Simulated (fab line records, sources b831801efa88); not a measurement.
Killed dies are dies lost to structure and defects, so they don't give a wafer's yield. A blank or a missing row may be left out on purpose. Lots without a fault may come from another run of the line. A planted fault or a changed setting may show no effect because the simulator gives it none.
fab line records | flow sky130
record lots=6 wafers=18 last_day=49
route steps=708 shown VIA1@473 METAL2@483 PAD_OPEN@708
lots that met no fault: from a run of the same line without faults
start_h: hours from the record's first day to the start of the lot's first wafer shown | wait_h: hours since the lot's step before | " the same as in the row above | L1.1+2: a row that stands for several wafers | - no value, or no start given | * or withheld: withheld | < > ~ a bound
route shown NAME@n: a module of which the file shows steps, and the number in the route of the first | usual: mean/standard deviation of fault-free wafers | same: alike in all rows | chamber/n: place in a boat | sites: the reading at each site | _std_site: their standard deviation | _edge_site: outer sites' mean less inner sites' | radius_mm: how far each site lies from the wafer's centre | mask NAME#n: copy n | behind: the tool/chamber that last shaped the wafer | hold: why the lot was held/for how many hours/how that ended | device: the transistor (n, p or np) that didn't switch | end of line: the same wafers' tests at the end of the route | a step without rows: its recipe alone | killed: dies lost to structure and defects at the first sort, not the wafer's yield | map: a wafer's dies, x killed, . not, _ none there
set.NAME: the setting as run; set.NAME@STEP: as run at that earlier step | model.NAME: the simulator's own value behind a step, which no gauge read
lots at some steps of the route; a table a step, a row a wafer
services: from which hour (start_h, from the record's first day; less than 0 if before it) a tool's chamber was out of use, for how many hours, and why
## steps
# step SKY_VIA1_ETCH_15
# recipe target=SiO2 chemistry=C4F8/O2/Ar target_depth_nm=351 stop_on=TiN mask_material=KrF-thick source_w=1500 bias_w=1200 pressure_mtorr=40 c4f8_flow_sccm=withheld O2_flow_sccm=6 Ar_flow_sccm=300 time_s=54
# usual chamber_pressure_mTorr=40.00/0.035 oes_product_au=0.982/0.0066
# columns lot.wafer tool chamber start_h wait_h chamber_pressure_mTorr oes_product_au rf_hours_counter_h
L395.1 rie_diel-01 2 816.54 0.0 39.97 0.984 7
L395.5 " 0 " " 40.08 0.972 -
L395.6 " 1 " " 40.02 0.985 -
L402.2 rie_diel-01 3 878.70 0.0 39.98 0.985 8
L402.3 " 0 " " 39.96 0.976 5
L402.5 " 0 " " 40.05 0.971 -
L407.1 rie_diel-03 0 921.18 0.0 40.02 0.981 9
L407.2 " 3 " " 39.99 0.985 15
L407.4 " 3 " " 39.96 0.980 -
L408.1 rie_diel-01 2 925.56 0.0 40.01 0.976 9
L408.2 " 3 " " 40.05 0.991 9
L408.4 " 1 " " 40.02 0.978 15
L409.1 rie_diel-01 1 928.71 0.0 39.99 0.985 15
L409.4 " 0 " " 40.02 0.982 6
L409.5 " 3 " " 40.00 0.979 -
L412.1 rie_diel-04 1 941.60 0.0 40.03 0.977 14
L412.3 " 0 " " 40.01 0.970 10
L412.6 " 0 " " 40.02 0.981 -
# step SKY_VIA1_STRIP_16
# recipe chemistry=O2/N2 power_w=1400 pressure_mtorr=1500 platen_temp_c=withheld o2_flow_sccm=3000 n2_flow_sccm=300 overash_fraction=0.5
# usual chamber_pressure_mTorr=1499.9/1.6 drypump_motor_current_A=5.9/0.34 oes_product_au=0.415/0.0045 strip_time_to_endpoint_s=4.457/0.026
# columns lot.wafer tool chamber start_h wait_h chamber_pressure_mTorr drypump_motor_current_A oes_product_au rf_hours_counter_h strip_time_to_endpoint_s
L395.1 plasma_asher-04 1 816.59 0.0 1503.5 6.4 0.415 98 4.462
L395.5 " 1 " " 1498.4 6.3 0.413 - 4.455
L395.6 " 0 " " 1498.2 5.5 0.407 - 4.438
L402.2 plasma_asher-04 0 878.74 0.0 1501.7 5.5 0.411 104 4.406
L402.3 " 1 " " 1500.2 6.4 0.412 - 4.433
L402.5 " 1 " " 1497.5 6.3 0.410 - 4.449
L407.1 plasma_asher-02 0 921.25 0.0 1499.5 6.1 0.417 47 4.434
L407.2 " 1 " " 1498.5 5.6 0.415 47 4.452
L407.4 " 1 " " 1502.8 5.6 0.420 - 4.442
L408.1 plasma_asher-03 1 925.61 0.0 1497.4 6.1 0.418 18 4.489
L408.2 " 0 " " 1501.6 5.6 0.415 18 4.451
L408.4 " 0 " " 1498.0 5.5 0.417 - 4.451
L409.1 plasma_asher-02 1 928.76 0.0 1501.1 5.6 0.418 48 4.486
L409.4 " 0 " " 1497.8 6.1 0.415 - 4.469
L409.5 " 1 " " 1500.3 5.6 0.420 - 4.504
L412.1 plasma_asher-02 1 941.64 0.0 1497.0 5.6 0.415 50 4.460
L412.3 " 1 " " 1499.6 5.6 0.413 - 4.491
L412.6 " 1 " " 1499.3 5.7 0.427 - 4.496
# step SKY_VIA1_STRIP_17
# recipe chemistry=post_etch_residue_remover time_s=1200 temp_c=72.5
# step SKY_VIA1_CLEAN_18
# recipe chemistry=IPA time_s=180 temp_c=25
# step SKY_VIA1_CLEAN_19
# recipe chemistry=O3/DIW dry=n2_spin
# step SKY_VIA1_SPUTTER_20
# recipe material=TiN target_thk_nm=20 chamber_pressure_pa=5 power_w=4000 time_s=80
# step SKY_VIA1_CVD_21
# recipe material=W target_thk_nm=270 time_s=80.902 temp_c=400 pressure_torr=40
# step SKY_VIA1_RS_MEAS_22
# recipe thk_meas_gauge=four-point-probe reads=W_of_VIA1_CVD_21+TiN_of_VIA1_SPUTTER_20
# usual VIA1_W_RS=0.424/0.0072
# columns lot.wafer tool chamber start_h wait_h VIA1_W_RS[ohm/sq]
L395.1 film_metro-04 - 817.35 0.1 0.431
L395.5 " - " " 0.435
L395.6 " - " " 0.422
L402.2 film_metro-04 - 879.52 0.1 0.419
L402.3 " - " " 0.423
L402.5 " - " " 0.417
L407.1 film_metro-04 - 922.34 0.1 0.418
L407.2 " - " " 0.426
L407.4 " - " " 0.422
L408.1 film_metro-04 - 926.35 0.1 0.422
L408.2 " - " " 0.416
L408.4 " - " " 0.420
L409.1 film_metro-02 - 929.55 0.1 0.435
L409.4 " - " " 0.434
L409.5 " - " " 0.433
L412.1 film_metro-01 - 942.39 0.1 0.419
L412.3 " - " " 0.420
L412.6 " - " " 0.414
# step SKY_VIA1_THK_MEAS_23
# recipe thk_meas_gauge=xrf reads=W_of_VIA1_CVD_21
# usual VIA1_W_THK=273/4.5
# columns lot.wafer tool chamber start_h wait_h VIA1_W_THK[nm]
L395.1 film_metro-04 - 817.47 0.1 267
L395.5 " - " " 267
L395.6 " - " " 274
L402.2 film_metro-04 - 879.63 0.1 277
L402.3 " - " " 274
L402.5 " - " " 277
L407.1 film_metro-04 - 922.46 0.1 278
L407.2 " - " " 271
L407.4 " - " " 274
L408.1 film_metro-04 - 926.47 0.1 274
L408.2 " - " " 279
L408.4 " - " " 275
L409.1 film_metro-02 - 929.67 0.1 268
L409.4 " - " " 268
L409.5 " - " " 269
L412.1 film_metro-01 - 942.51 0.1 276
L412.3 " - " " 275
L412.6 " - " " 280
# step SKY_VIA1_CMP_24
# recipe stop_on=SiO2 t_overpolish_s=15 down_force_psi=3.5 platen_rpm=60 target_thk_nm=0 pad_velocity_m_s=0.94248
# step SKY_METAL2_SPUTTER_00
# recipe material=Ti target_thk_nm=15 power_w=3000 time_s=10 chamber_pressure_pa=0.4
# usual throttle_valve_pct=30.3/0.89
# columns lot.wafer tool chamber start_h wait_h throttle_valve_pct
L395.1 pvd_sputter-03 - 817.83 0.1 30.8
L395.5 " - " " 29.6
L395.6 " - " " 30.6
L402.2 pvd_sputter-04 - 879.98 0.1 30.5
L402.3 " - " " 31.3
L402.5 " - " " 29.7
L407.1 pvd_sputter-01 - 922.82 0.2 30.9
L407.2 " - " " 28.5
L407.4 " - " " 30.4
L408.1 pvd_sputter-03 - 927.09 0.1 29.9
L408.2 " - " " 30.4
L408.4 " - " " 30.8
L409.1 pvd_sputter-03 - 930.03 0.1 29.8
L409.4 " - " " 30.6
L409.5 " - " " 30.1
L412.1 pvd_sputter-01 - 942.87 0.1 28.6
L412.3 " - " " 30.6
L412.6 " - " " 30.4
# step SKY_METAL2_SPUTTER_01
# recipe material=TiN target_thk_nm=20 power_w=6500 time_s=16.7 chamber_pressure_pa=0.4
# usual throttle_valve_pct=30.3/0.89
# columns lot.wafer tool chamber start_h wait_h throttle_valve_pct
L395.1 pvd_sputter-03 - 817.86 0.0 30.7
L395.5 " - " " 29.9
L395.6 " - " " 30.6
L402.2 pvd_sputter-04 - 880.00 0.0 30.6
L402.3 " - " " 31.3
L402.5 " - " " 30.0
L407.1 pvd_sputter-01 - 922.84 0.0 30.7
L407.2 " - " " 28.4
L407.4 " - " " 30.2
L408.1 pvd_sputter-03 - 927.11 0.0 29.8
L408.2 " - " " 30.5
L408.4 " - " " 30.6
L409.1 pvd_sputter-03 - 930.05 0.0 29.8
L409.4 " - " " 30.6
L409.5 " - " " 29.6
L412.1 pvd_sputter-01 - 942.90 0.0 28.5
L412.3 " - " " 30.6
L412.6 " - " " 30.5
# step SKY_METAL2_SPUTTER_02
# recipe material=AlCu target_thk_nm=250 power_w=10600 time_s=13.3 chamber_pressure_pa=0.4
# usual throttle_valve_pct=30.3/0.9
# columns lot.wafer tool chamber start_h wait_h throttle_valve_pct model.AlCu_of_METAL2_SPUTTER_02.thk_nm
L395.1 pvd_sputter-03 - 817.88 0.0 30.4 245.1
L395.5 " - " " 29.7 246.3
L395.6 " - " " 30.6 245
L402.2 pvd_sputter-04 - 880.03 0.0 30.3 249.6
L402.3 " - " " 31.4 251.7
L402.5 " - " " 29.9 251
L407.1 pvd_sputter-01 - 922.87 0.0 30.8 251.4
L407.2 " - " " 28.5 254.9
L407.4 " - " " 30.7 252.3
L408.1 pvd_sputter-03 - 927.13 0.0 29.9 224.4
L408.2 " - " " 30.6 224.5
L408.4 " - " " 30.5 222.7
L409.1 pvd_sputter-03 - 930.08 0.0 29.6 219.3
L409.4 " - " " 30.5 222.2
L409.5 " - " " 29.7 220.2
L412.1 pvd_sputter-01 - 942.92 0.0 28.5 252.4
L412.3 " - " " 30.4 247.4
L412.6 " - " " 30.4 248.9
# step SKY_METAL2_SPUTTER_03
# recipe material=Ti target_thk_nm=5 power_w=3000 time_s=3.3 chamber_pressure_pa=0.4
# usual throttle_valve_pct=30.3/0.87
# columns lot.wafer tool chamber start_h wait_h throttle_valve_pct
L395.1 pvd_sputter-03 - 817.91 0.0 30.6
L395.5 " - " " 29.7
L395.6 " - " " 30.8
L402.2 pvd_sputter-04 - 880.05 0.0 30.4
L402.3 " - " " 31.1
L402.5 " - " " 29.9
L407.1 pvd_sputter-01 - 922.89 0.0 30.9
L407.2 " - " " 28.5
L407.4 " - " " 30.4
L408.1 pvd_sputter-03 - 927.16 0.0 30.2
L408.2 " - " " 30.6
L408.4 " - " " 30.4
L409.1 pvd_sputter-03 - 930.10 0.0 29.7
L409.4 " - " " 30.5
L409.5 " - " " 29.7
L412.1 pvd_sputter-01 - 942.95 0.0 28.6
L412.3 " - " " 30.1
L412.6 " - " " 30.2
# step SKY_METAL2_SPUTTER_04
# recipe material=TiN target_thk_nm=70 power_w=6500 time_s=57.41 chamber_pressure_pa=0.4
# step SKY_METAL2_RS_MEAS_05
# recipe thk_meas_gauge=four-point-probe reads=TiN_of_METAL2_SPUTTER_04+Ti_of_METAL2_SPUTTER_03+AlCu_of_METAL2_SPUTTER_02+TiN_of_METAL2_SPUTTER_01+Ti_of_METAL2_SPUTTER_00
# usual METAL2_ALCU_RS=0.1262/0.0015
# columns lot.wafer tool chamber start_h wait_h hold METAL2_ALCU_RS[ohm/sq]
L395.1 film_metro-03 - 817.97 0.0 - 0.1291
L395.5 " - " " - 0.1287
L395.6 " - " " - 0.1296
L402.2 film_metro-04 - 880.14 0.0 - 0.1268
L402.3 " - " " - 0.1256
L402.5 " - " " - 0.1259
L407.1 film_metro-03 - 922.96 0.0 - 0.1260
L407.2 " - " " - 0.1244
L407.4 " - " " - 0.1254
L408.1 film_metro-04 - 927.23 0.0 await_dispo/0.2h/release 0.1414
L408.2 " - " " await_dispo/0.2h/release 0.1417
L408.4 " - " " await_dispo/0.2h/release 0.1428
L408.1 film_metro-04 - 927.51 0.3 - 0.1417
L408.2 " - " " - 0.1419
L408.4 " - " " - 0.1427
L409.1 film_metro-03 - 930.17 0.0 await_dispo/0.2h/release 0.1454
L409.4 " - " " await_dispo/0.2h/release 0.1432
L409.5 " - " " await_dispo/0.2h/release 0.1447
L409.1 film_metro-03 - 930.46 0.3 - 0.1450
L409.4 " - " " - 0.1430
L409.5 " - " " - 0.1445
L412.1 film_metro-04 - 943.01 0.0 - 0.1253
L412.3 " - " " - 0.1279
L412.6 " - " " - 0.1272
# step SKY_METAL2_THK_MEAS_06
# recipe thk_meas_gauge=xrf reads=AlCu_of_METAL2_SPUTTER_02
# usual METAL2_ALCU_THK=249/3.1
# columns lot.wafer tool chamber start_h wait_h hold METAL2_ALCU_THK[nm]
L395.1 film_metro-03 - 818.09 0.1 - 245
L395.5 " - " " - 245
L395.6 " - " " - 241
L402.2 film_metro-04 - 880.25 0.1 - 248
L402.3 " - " " - 250
L402.5 " - " " - 251
L407.1 film_metro-03 - 923.08 0.1 - 250
L407.2 " - " " - 256
L407.4 " - " " - 250
L408.1 film_metro-04 - 932.92 5.4 await_dispo/0.2h/release 223
L408.2 " - " " await_dispo/0.2h/release 223
L408.4 " - " " await_dispo/0.2h/release 220
L408.1 film_metro-04 - 933.15 0.2 - 223
L408.2 " - " " - 223
L408.4 " - " " - 221
L409.1 film_metro-03 - 933.60 3.1 await_dispo/0.2h/release 219
L409.4 " - " " await_dispo/0.2h/release 222
L409.5 " - " " await_dispo/0.2h/release 222
L409.1 film_metro-03 - 933.82 0.2 - 218
L409.4 " - " " - 220
L409.5 " - " " - 221
L412.1 film_metro-04 - 943.13 0.1 - 251
L412.3 " - " " - 248
L412.6 " - " " - 247
# step SKY_PAD_OPEN_PROBE_99
# usual defect_limited_yield=82.4/1.9 killed_at_M0_to_M3=44/7.2 killed_at_M4_up=3.1/1.8 killed_at_contacts=25/5.2 killed_at_front_end=15/3.9 killed_at_other=0.2/0.5 killed_dies=86/9.5 killed_open=47/7.3 killed_short=40/6 sort_bin_3_pad_short=0.8/0.44 sort_bin_5_function=10.4/1.5 sort_bin_6_memory=6.3/1.1 sort_n_pass=406/9.5 sort_yield_pct=82.4/1.9
# same gross_dies=492 killed_at_back_side=0 sort_bin_4_leakage[%]=0 sort_bin_8_speed[%]=0
# columns lot.wafer tool chamber start_h wait_h defect_limited_yield[%] killed_at_M0_to_M3 killed_at_M4_up killed_at_contacts killed_at_front_end killed_at_other killed_dies killed_open killed_short sort_bin_3_pad_short[%] sort_bin_5_function[%] sort_bin_6_memory[%] sort_n_pass sort_yield_pct[%] model.etest.met2.line_ohm_um model.etest.met2.rs_ohm_sq
L395.1 prober-02 - 1095.58 0.1 83.5 38 5 18 20 0 81 35 46 0.8 9.3 6.3 411 83.5 0.9433 0.1317
L395.5 prober-02 - 1095.78 0.2 78.3 52 8 30 17 0 107 58 49 0.6 15.2 5.9 385 78.3 0.9124 0.1311
L395.6 prober-02 - 1095.83 0.2 83.1 46 1 19 17 0 83 41 42 1.0 8.7 7.1 409 83.1 0.9064 0.1325
L402.2 prober-02 - 1142.57 0.1 79.1 62 3 24 14 0 103 52 51 1.6 13.2 6.1 389 79.1 0.9064 0.1279
L402.3 prober-02 - 1142.62 0.2 84.3 41 1 25 10 0 77 42 35 0.6 8.7 6.3 415 84.3 0.9188 0.1256
L402.5 prober-02 - 1142.72 0.2 82.3 44 5 22 16 0 87 47 40 0.4 10.4 6.9 405 82.3 0.8979 0.1269
L407.1 prober-01 - 1172.97 0.1 83.7 38 1 26 14 1 80 44 36 0.6 10.0 5.7 412 83.7 0.9371 0.1279
L407.4 prober-01 - 1173.12 0.2 81.9 43 2 28 16 0 89 57 32 1.0 10.2 6.9 403 81.9 0.9509 0.1279
L408.1 prober-02 - 1175.72 0.1 80.5 48 6 23 19 0 96 59 35 0.4 11.0 8.1 396 80.5 0.9656 0.1416
L408.2 prober-02 - 1175.77 0.1 83.1 38 4 25 15 1 83 43 40 2.4 9.1 5.3 409 83.1 1.013 0.1432
L408.4 prober-02 - 1175.87 0.2 79.9 35 2 38 24 0 99 51 46 1.0 13.0 6.1 393 79.9 0.9911 0.1457
L409.1 prober-01 - 1178.12 0.1 82.3 44 0 31 12 0 87 53 34 0.4 10.8 6.5 405 82.3 1.089 0.1472
L409.4 prober-01 - 1178.27 0.2 83.5 46 1 17 17 0 81 46 35 0.8 9.6 6.1 411 83.5 1.063 0.1462
L409.5 prober-01 - 1178.32 0.2 81.9 41 3 30 14 1 89 51 38 0.4 11.6 6.1 403 81.9 1.073 0.1464
L412.1 prober-01 - 1184.06 0.1 82.9 52 1 16 15 0 84 49 35 1.0 11.0 5.1 408 82.9 0.9071 0.1273
L412.3 prober-01 - 1184.16 0.2 83.1 42 2 26 13 0 83 51 32 1.0 10.6 5.3 409 83.1 0.8971 0.1292
L412.6 prober-01 - 1184.31 0.2 80.3 48 2 31 16 0 97 49 48 1.2 10.8 7.7 395 80.3 0.9014 0.1284
# killed by level:class
L395.1 FIELD_ISO:geometric_particle:short=6 VIA1:geometric_particle:open=6 VIA3:geometric_particle:open=6 METAL2:geometric_particle:short=6 VIA2:geometric_particle:open=5 POLY_GATE:geometric_particle:short=5 LI_CONTACT:geometric_particle:open=5 CONTACT:geometric_particle:open=4
L395.5 CONTACT:geometric_particle:open=13 VIA1:geometric_particle:open=13 METAL1:geometric_particle:short=8 VIA1:geometric_particle:short=7 LI_CONTACT:geometric_particle:open=6 METAL2:geometric_particle:short=5 VIA3:geometric_particle:open=5 LOCAL_INTERCONNECT:geometric_particle:short=4
L395.6 VIA1:geometric_particle:open=12 VIA3:geometric_particle:open=8 CONTACT:geometric_particle:open=7 METAL2:geometric_particle:short=7 METAL1:geometric_particle:short=5 METAL3:geometric_particle:short=5 POLY_GATE:geometric_particle:short=4 SPACER:geometric_particle:open=4
L402.2 VIA1:geometric_particle:open=11 VIA2:geometric_particle:open=10 LI_CONTACT:geometric_particle:open=9 VIA1:geometric_particle:short=9 METAL1:geometric_particle:short=8 FIELD_ISO:geometric_particle:open=6 VIA3:geometric_particle:open=6 LOCAL_INTERCONNECT:geometric_particle:short=5
L402.3 VIA1:geometric_particle:open=11 LI_CONTACT:geometric_particle:open=9 CONTACT:geometric_particle:open=7 METAL2:geometric_particle:short=6 LI_CONTACT:geometric_particle:short=5 METAL1:geometric_particle:short=5 VIA2:geometric_particle:open=5 FIELD_ISO:geometric_particle:open=3
L402.5 VIA1:geometric_particle:open=15 LI_CONTACT:geometric_particle:open=10 VIA1:geometric_particle:short=8 FIELD_ISO:geometric_particle:open=5 LOCAL_INTERCONNECT:geometric_particle:short=5 METAL2:geometric_particle:short=4 POLY_GATE:geometric_particle:short=4 METAL1:geometric_particle:short=4
L407.1 VIA1:geometric_particle:open=9 CONTACT:geometric_particle:open=8 FIELD_ISO:geometric_particle:open=7 VIA2:geometric_particle:open=7 LOCAL_INTERCONNECT:geometric_particle:short=6 CONTACT:geometric_particle:short=5 METAL1:geometric_particle:short=5 VIA3:geometric_particle:open=5
L407.4 CONTACT:geometric_particle:open=14 VIA1:geometric_particle:open=14 VIA2:geometric_particle:open=8 CONTACT:geometric_particle:short=7 VIA3:geometric_particle:open=6 METAL2:geometric_particle:short=5 POLY_GATE:geometric_particle:open=4 POLY_GATE:geometric_particle:short=4
L408.1 VIA1:geometric_particle:open=11 CONTACT:geometric_particle:open=10 VIA2:geometric_particle:open=8 METAL1:geometric_particle:short=7 FIELD_ISO:geometric_particle:open=6 LI_CONTACT:geometric_particle:open=6 VIA1:geometric_particle:short=5 VIA3:geometric_particle:open=5
L408.2 CONTACT:geometric_particle:open=12 VIA3:geometric_particle:open=7 VIA1:geometric_particle:open=7 CONTACT:geometric_particle:short=5 FIELD_ISO:geometric_particle:open=5 VIA3:geometric_particle:short=5 FIELD_ISO:geometric_particle:short=4 VIA1:geometric_particle:short=4
L408.4 VIA1:geometric_particle:open=10 CONTACT:geometric_particle:short=9 CONTACT:geometric_particle:open=8 LOCAL_INTERCONNECT:geometric_particle:short=7 POLY_GATE:geometric_particle:open=7 LI_CONTACT:geometric_particle:open=7 VIA3:geometric_particle:open=7 LI_CONTACT:geometric_particle:short=5
L409.1 VIA2:geometric_particle:open=10 CONTACT:geometric_particle:open=10 VIA1:geometric_particle:open=10 LOCAL_INTERCONNECT:geometric_particle:short=8 METAL1:geometric_particle:short=8 FIELD_ISO:geometric_particle:open=6 LI_CONTACT:geometric_particle:open=6 CONTACT:geometric_particle:short=4
L409.4 LI_CONTACT:geometric_particle:open=8 VIA2:geometric_particle:open=6 VIA1:geometric_particle:open=6 VIA1:geometric_particle:short=6 VIA3:geometric_particle:open=6 POLY_GATE:geometric_particle:short=5 METAL2:geometric_particle:short=4 CONTACT:geometric_particle:open=4
L409.5 VIA1:geometric_particle:open=13 CONTACT:geometric_particle:open=12 METAL1:geometric_particle:short=10 LI_CONTACT:geometric_particle:open=6 LOCAL_INTERCONNECT:geometric_particle:short=6 POLY_GATE:geometric_particle:short=4 METAL2:geometric_particle:short=4 VIA2:geometric_particle:open=4
L412.1 VIA3:geometric_particle:open=10 METAL2:geometric_particle:short=9 VIA1:geometric_particle:open=9 VIA1:geometric_particle:short=7 VIA2:geometric_particle:open=6 CONTACT:geometric_particle:open=6 SPACER:geometric_particle:open=4 LI_CONTACT:geometric_particle:open=4
L412.3 VIA1:geometric_particle:open=12 LI_CONTACT:geometric_particle:open=9 CONTACT:geometric_particle:open=8 VIA3:geometric_particle:open=7 VIA1:geometric_particle:short=6 METAL2:geometric_particle:short=6 LOCAL_INTERCONNECT:geometric_particle:short=4 CONTACT:geometric_particle:short=4
L412.6 LI_CONTACT:geometric_particle:open=10 VIA1:geometric_particle:open=10 VIA3:geometric_particle:open=9 LOCAL_INTERCONNECT:geometric_particle:short=8 CONTACT:geometric_particle:open=7 METAL1:geometric_particle:short=6 FIELD_ISO:geometric_particle:short=5 POLY_GATE:geometric_particle:short=5
## services
# columns tool chamber start_h hours kind
pvd_sputter-03 3 832.59 - consumable_replace:kit
pvd_sputter-03 3 832.59 18.0 scheduled_down
pvd_sputter-03 3 832.59 18.0 vent_cycle
rie_diel-04 2 863.49 8.6 repair
plasma_asher-02 - 872.94 14.6 pm
rie_diel-01 1 878.10 1.7 repair
rie_diel-04 0 882.02 5.0 repair
pvd_sputter-04 0 886.14 - consumable_replace:kit
pvd_sputter-04 0 886.14 18.0 scheduled_down
pvd_sputter-04 0 886.14 18.0 vent_cycle
rie_diel-04 1 886.93 14.7 repair
rie_diel-03 1 890.19 7.6 repair
rie_diel-03 1 897.77 - clean
rie_diel-03 1 897.77 24.2 scheduled_down
rie_diel-03 1 897.77 24.2 vent_cycle
rie_diel-03 2 898.96 46.7 repair
pvd_sputter-04 - 904.86 0.8 repair
pvd_sputter-01 3 934.08 - consumable_replace:kit
pvd_sputter-01 3 934.08 18.0 scheduled_down
pvd_sputter-01 3 934.08 18.0 vent_cycle
rie_diel-01 1 939.36 1.3 repair
## key
first_sign step=SKY_METAL2_RS_MEAS_05 reading=visit direction=added
effect step=SKY_METAL2_RS_MEAS_05 reading=METAL2_ALCU_RS direction=up sigmas=11 usual=0.1262 struck=0.1432
effect step=SKY_METAL2_THK_MEAS_06 reading=visit direction=added
effect step=SKY_METAL2_THK_MEAS_06 reading=METAL2_ALCU_THK direction=down sigmas=9.1 usual=249 struck=221
model_effect step=SKY_METAL2_SPUTTER_02 value=AlCu_of_METAL2_SPUTTER_02.thk_nm without=249.3 struck=222.2
model_effect step=SKY_PAD_OPEN_PROBE_99 value=etest.met2.line_ohm_um without=0.9166 struck=1.033
met_at SKY_METAL2_SPUTTER_02
struck_wafers L408.1,L408.2,L408.4,L409.1,L409.4,L409.5
onset_between 817.88 927.13
also_fits SKY_VIA1_ETCH_15:rie_diel-01,SKY_METAL2_SPUTTER_00:pvd_sputter-03,SKY_METAL2_SPUTTER_01:pvd_sputter-03,SKY_METAL2_SPUTTER_03:pvd_sputter-03
fault kind=process_parameter_drift tool=pvd_sputter-03 chamber=- onset_h=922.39 steps=SKY_METAL2_SPUTTER_02 channel=target_thk_nm offset=-27.037 shape=step end_h=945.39 acts_in=these_recipes_only stated=250
